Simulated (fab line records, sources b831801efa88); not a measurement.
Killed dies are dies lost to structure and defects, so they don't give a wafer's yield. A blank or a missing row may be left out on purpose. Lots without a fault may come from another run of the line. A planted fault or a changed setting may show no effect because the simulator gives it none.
A struck lot beside a sound one | flow sfq_line | 28 steps out of a route of 325
Sound: wafers L793.1, L793.3, L793.5. Struck: wafers L803.3, L803.5. (L803.2 of the same lot was not struck and is left out.) The cause comes at the end.
At each step with rows: each side's tool, then ch and its chambers, then its first start. Under that, the readings that differ: sound wafers | struck wafers | difference of the means | sigmas: that difference in standard deviations of wafers without a fault.
alike: readings whose means differ by less than 2 such deviations, and words and numbers that are the same on both sides. not compared: withheld readings, readings that some wafer has no value for, bounds like >300 that may hide the same value, and numbers for which the record gives no deviation and whose values overlap.
The two part at a step that has a row with sigmas, a row that says differs or no value, or rows on one side only. Numbers that don't overlap but have no deviation are shown without sigmas and don't part them. A reading that every wafer of one side lacks parts them only if that side has two wafers or more.

first, 6 steps without rows for these wafers: SFQ_TRILAYER_M6_LITHO_COAT_164 (resist thk 62 nm); SFQ_TRILAYER_M6_LITHO_COAT_159 (resist thk 600 nm); SFQ_TRILAYER_M6_LITHO_SOFTBAKE_163; SFQ_TRILAYER_M6_LITHO_EXPOSE_160 (exposes mask M6, target cd 500 nm); SFQ_TRILAYER_M6_LITHO_PEB_162 (peb time 60 s); SFQ_TRILAYER_M6_LITHO_DEVELOP_161 (time 60 s).
SFQ_M6_OVL_MEAS_940:
  sound on overlay-02, day 66 09:33; struck on overlay-02, day 80 21:53
  alike: M6_OVL
SFQ_TRILAYER_M6_BARC_OPEN_METAL_ETCH_206: etches BARC in O2, target depth 125 nm, time 41.7 s.
  sound on rie_metal-04 ch 0,1, day 66 09:35; struck on rie_metal-01 ch 0,1, day 80 21:55
  alike: drypump_motor_current_A, oes_product_au
  not compared: rf_hours_counter_h
SFQ_TRILAYER_M6_ETCH_METAL_ETCH_162: etches Nb in Cl2/Ar, stops on SiO2, target depth 240 nm, time 120 s.
  sound on rie_metal-04 ch 0,1, day 66 09:39; struck on rie_metal-01 ch 0,1, day 80 21:58
  alike: drypump_motor_current_A, oes_product_au
  not compared: rf_hours_counter_h
SFQ_TRILAYER_M6_STRIP_STRIP_163: strips in O2.
  sound on rie_metal-04 ch 0,1, day 66 09:46; struck on rie_metal-01 ch 0,1, day 80 22:06
  alike: drypump_motor_current_A, oes_product_au
  not compared: rf_hours_counter_h
then, 1 step without rows for these wafers: SFQ_TRILAYER_M6_STRIP_SOLV_CLEAN_164 (cleans in NMP, time 600 s).
SFQ_TRILAYER_I6_DEP_PECVD_165: deposits SiO2 from SiH4/N2O, time 111.11 s, target thk 500 nm.
  sound on pecvd-03 ch 0,1,2, day 66 10:33; struck on pecvd-04 ch 0, day 80 22:56
  alike: heater_power_w, throttle_valve_pct
SFQ_TRILAYER_I6_CMP_CMP_166: polishes SiO2.
  sound on cmp-01 ch 2,3, day 66 12:15; struck on cmp-01 ch 1, day 80 23:38
  reading                                             | sound             | struck      | difference | sigmas
  model.SiO2_of_TRILAYER_I6_DEP_PECVD_165.thk_nm (nm) | 202.2 199.8 200.9 | 181.7 181.1 | -19.6      |
  alike: edge_zone_pressure_frac, motor_current_A, time_to_endpoint_s
SFQ_I6_BOW_MEAS_941:
  sound on film_metro-02, day 66 14:45; struck on film_metro-01, day 81 02:09
  alike: I6_BOW
SFQ_TRILAYER_I6_METRO_MEASURE_167:
  sound on film_metro-02, day 66 14:52; struck on film_metro-01, day 81 02:27
  reading     | sound             | struck      | difference | sigmas
  thk_nm (nm) | 202.2 199.6 201.0 | 181.8 181.0 | -19.5      | -20
then, 6 steps without rows for these wafers: SFQ_TRILAYER_I6_VIA_LITHO_COAT_174 (resist thk 62 nm); SFQ_TRILAYER_I6_VIA_LITHO_COAT_169 (resist thk 650 nm); SFQ_TRILAYER_I6_VIA_LITHO_SOFTBAKE_173; SFQ_TRILAYER_I6_VIA_LITHO_EXPOSE_170 (exposes mask I6, target cd 700 nm); SFQ_TRILAYER_I6_VIA_LITHO_PEB_172 (peb time 60 s); SFQ_TRILAYER_I6_VIA_LITHO_DEVELOP_171 (time 60 s).
SFQ_I6_OVL_MEAS_942:
  sound on overlay-01, day 71 03:13; struck on overlay-02, day 81 06:18
  alike: I6_OVL
then, 1 step without rows for these wafers: SFQ_TRILAYER_I6_VIA_BARC_OPEN_VIA_ETCH_235 (etches BARC in O2, target depth 125 nm, time 41.7 s).
SFQ_TRILAYER_I6_VIA_ETCH_VIA_ETCH_172: etches SiO2 in CHF3, stops on Nb, target depth 260 nm.
  sound on rie_diel-03 ch 1,2, day 71 03:18; struck on rie_diel-04 ch 0,3, day 81 06:22
  reading                        | sound             | struck      | difference | sigmas
  oes_product_au (a.u.)          | 0.863 0.852 0.857 | 0.813 0.807 | -0.047     | -8
  model.I6.feature_depth_nm (nm) | 202.2 199.8 200.9 | 181.7 181.1 | -19.6      |
  model.etch.depth_nm (nm)       | 202.2 199.8 200.9 | 181.7 181.1 | -19.6      |
  alike: drypump_motor_current_A
SFQ_TRILAYER_I6_VIA_STRIP_STRIP_173: strips in O2.
  sound on rie_metal-01 ch 0,1, day 71 03:25; struck on rie_metal-01 ch 1, day 81 06:29
  alike: drypump_motor_current_A, oes_product_au
  not compared: rf_hours_counter_h
then, 1 step without rows for these wafers: SFQ_TRILAYER_I6_VIA_STRIP_SOLV_CLEAN_174 (cleans in NMP, time 600 s).
SFQ_TRILAYER_M7_DEP_PRE_CLEAN_176: time 22.5 s.
  sound on pvd_sputter-04, day 71 04:11; struck on pvd_sputter-05, day 81 07:16
  reading                                             | sound             | struck      | difference | sigmas
  model.SiO2_of_TRILAYER_I6_DEP_PECVD_165.thk_nm (nm) | 194.7 192.3 193.4 | 174.2 173.6 | -19.6      |
then, 1 step without rows for these wafers: SFQ_TRILAYER_M7_DEP_SPUTTER_175 (material Nb, target thk 200 nm, time 133.3 s).

WHERE THEY PART
First at SFQ_TRILAYER_I6_METRO_MEASURE_167; last, within this record, at SFQ_TRILAYER_I6_VIA_ETCH_VIA_ETCH_172. Later steps at which nothing parts them and some readings are alike: SFQ_TRILAYER_I6_VIA_STRIP_STRIP_173.

WHY: what the simulator had put in
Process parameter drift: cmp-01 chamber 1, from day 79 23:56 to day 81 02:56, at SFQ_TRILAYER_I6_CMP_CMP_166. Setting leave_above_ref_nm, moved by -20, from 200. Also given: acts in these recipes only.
